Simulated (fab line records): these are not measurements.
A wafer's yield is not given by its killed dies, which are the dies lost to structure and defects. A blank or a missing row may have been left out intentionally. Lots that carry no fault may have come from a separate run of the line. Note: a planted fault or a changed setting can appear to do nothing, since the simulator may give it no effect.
Lot-split experiment :: flow gf180mcu :: 5 lots, 23 wafers read, on a route of 602 steps

SPLIT DETAILS
At GF_STI_WET_ETCH_17 (etches Si3N4 in H3PO4, target depth 45 nm, time 514 s), the setting temp_c was moved away from the recipe's 160 C on 15 of the 23 wafers read, by -1.0% to +1.4%. All remaining wafers had this setting at the recipe value.

The reading is taken at the split's own step.

THE READING
Si3N4_of_STI_CVD_03.thk_nm (the simulator's own value, which no gauge read), in nm, at GF_STI_WET_ETCH_17 (etches Si3N4 in H3PO4, target depth 45 nm, time 514 s). The file gives no usual value for it. Across the 8 wafers here that went through the recipe, the average is 162.3 nm and the standard deviation 2 nm.

wafer: L074.1
tool, chamber at the split: -, -
temp_c as run, C: 160
against the recipe: recipe
Si3N4_of_STI_CVD_03.thk_nm, nm: 163.5
against lot-mates on the recipe: -

wafer: L074.4
tool, chamber at the split: -, -
temp_c as run, C: 160
against the recipe: recipe
Si3N4_of_STI_CVD_03.thk_nm, nm: 163.5
against lot-mates on the recipe: -

wafer: L074.2
tool, chamber at the split: -, -
temp_c as run, C: 160
against the recipe: recipe
Si3N4_of_STI_CVD_03.thk_nm, nm: 163.2
against lot-mates on the recipe: -

wafer: L074.5
tool, chamber at the split: -, -
temp_c as run, C: 160
against the recipe: recipe
Si3N4_of_STI_CVD_03.thk_nm, nm: 164.7
against lot-mates on the recipe: -

wafer: L074.6
tool, chamber at the split: -, -
temp_c as run, C: 160
against the recipe: recipe
Si3N4_of_STI_CVD_03.thk_nm, nm: 164.2
against lot-mates on the recipe: -

wafer: L075.1
tool, chamber at the split: wet_bench-03, 0
temp_c as run, C: 160
against the recipe: recipe
Si3N4_of_STI_CVD_03.thk_nm, nm: 160.2
against lot-mates on the recipe: -

wafer: L075.5
tool, chamber at the split: wet_bench-03, 0
temp_c as run, C: 160
against the recipe: recipe
Si3N4_of_STI_CVD_03.thk_nm, nm: 159.2
against lot-mates on the recipe: -

wafer: L075.6
tool, chamber at the split: wet_bench-03, 0
temp_c as run, C: 160
against the recipe: recipe
Si3N4_of_STI_CVD_03.thk_nm, nm: 160.1
against lot-mates on the recipe: -

wafer: L078.1
tool, chamber at the split: -, -
temp_c as run, C: 162.3
against the recipe: +1.4%
Si3N4_of_STI_CVD_03.thk_nm, nm: 153.8
against lot-mates on the recipe: no lot-mate on the recipe

wafer: L078.3
tool, chamber at the split: -, -
temp_c as run, C: 162.3
against the recipe: +1.4%
Si3N4_of_STI_CVD_03.thk_nm, nm: 154.8
against lot-mates on the recipe: no lot-mate on the recipe

wafer: L078.6
tool, chamber at the split: -, -
temp_c as run, C: 162.3
against the recipe: +1.4%
Si3N4_of_STI_CVD_03.thk_nm, nm: 154.8
against lot-mates on the recipe: no lot-mate on the recipe

wafer: L078.4
tool, chamber at the split: -, -
temp_c as run, C: 162.3
against the recipe: +1.4%
Si3N4_of_STI_CVD_03.thk_nm, nm: 152.9
against lot-mates on the recipe: no lot-mate on the recipe

wafer: L078.5
tool, chamber at the split: -, -
temp_c as run, C: 162.3
against the recipe: +1.4%
Si3N4_of_STI_CVD_03.thk_nm, nm: 151.4
against lot-mates on the recipe: no lot-mate on the recipe

wafer: L079.1
tool, chamber at the split: -, -
temp_c as run, C: 162.1
against the recipe: +1.3%
Si3N4_of_STI_CVD_03.thk_nm, nm: 157.5
against lot-mates on the recipe: no lot-mate on the recipe

wafer: L079.3
tool, chamber at the split: -, -
temp_c as run, C: 162.1
against the recipe: +1.3%
Si3N4_of_STI_CVD_03.thk_nm, nm: 158.3
against lot-mates on the recipe: no lot-mate on the recipe

wafer: L079.4
tool, chamber at the split: -, -
temp_c as run, C: 162.1
against the recipe: +1.3%
Si3N4_of_STI_CVD_03.thk_nm, nm: 157.8
against lot-mates on the recipe: no lot-mate on the recipe

wafer: L079.5
tool, chamber at the split: -, -
temp_c as run, C: 162.1
against the recipe: +1.3%
Si3N4_of_STI_CVD_03.thk_nm, nm: 158.6
against lot-mates on the recipe: no lot-mate on the recipe

wafer: L079.6
tool, chamber at the split: -, -
temp_c as run, C: 162.1
against the recipe: +1.3%
Si3N4_of_STI_CVD_03.thk_nm, nm: 157.1
against lot-mates on the recipe: no lot-mate on the recipe

wafer: L085.1
tool, chamber at the split: -, -
temp_c as run, C: 158.4
against the recipe: -1.0%
Si3N4_of_STI_CVD_03.thk_nm, nm: 162.6
against lot-mates on the recipe: no lot-mate on the recipe

wafer: L085.3
tool, chamber at the split: -, -
temp_c as run, C: 158.4
against the recipe: -1.0%
Si3N4_of_STI_CVD_03.thk_nm, nm: 164.8
against lot-mates on the recipe: no lot-mate on the recipe

wafer: L085.4
tool, chamber at the split: -, -
temp_c as run, C: 158.4
against the recipe: -1.0%
Si3N4_of_STI_CVD_03.thk_nm, nm: 163.3
against lot-mates on the recipe: no lot-mate on the recipe

wafer: L085.5
tool, chamber at the split: -, -
temp_c as run, C: 158.4
against the recipe: -1.0%
Si3N4_of_STI_CVD_03.thk_nm, nm: 162.5
against lot-mates on the recipe: no lot-mate on the recipe

wafer: L085.6
tool, chamber at the split: -, -
temp_c as run, C: 158.4
against the recipe: -1.0%
Si3N4_of_STI_CVD_03.thk_nm, nm: 164.6
against lot-mates on the recipe: no lot-mate on the recipe

FIT RESULTS
A straight line over all 23 wafers: Si3N4_of_STI_CVD_03.thk_nm changes by -3.67 nm for each +1% of temp_c; r = -0.85; the points scatter about the line by 2.2 nm.
Too few moved wafers with a lot-mate on the recipe to fit a line net of each lot's own level.

FILE'S OWN FIT
Si3N4_of_STI_CVD_03.thk_nm changes by -3.68 nm for each +1% of temp_c, r = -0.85.
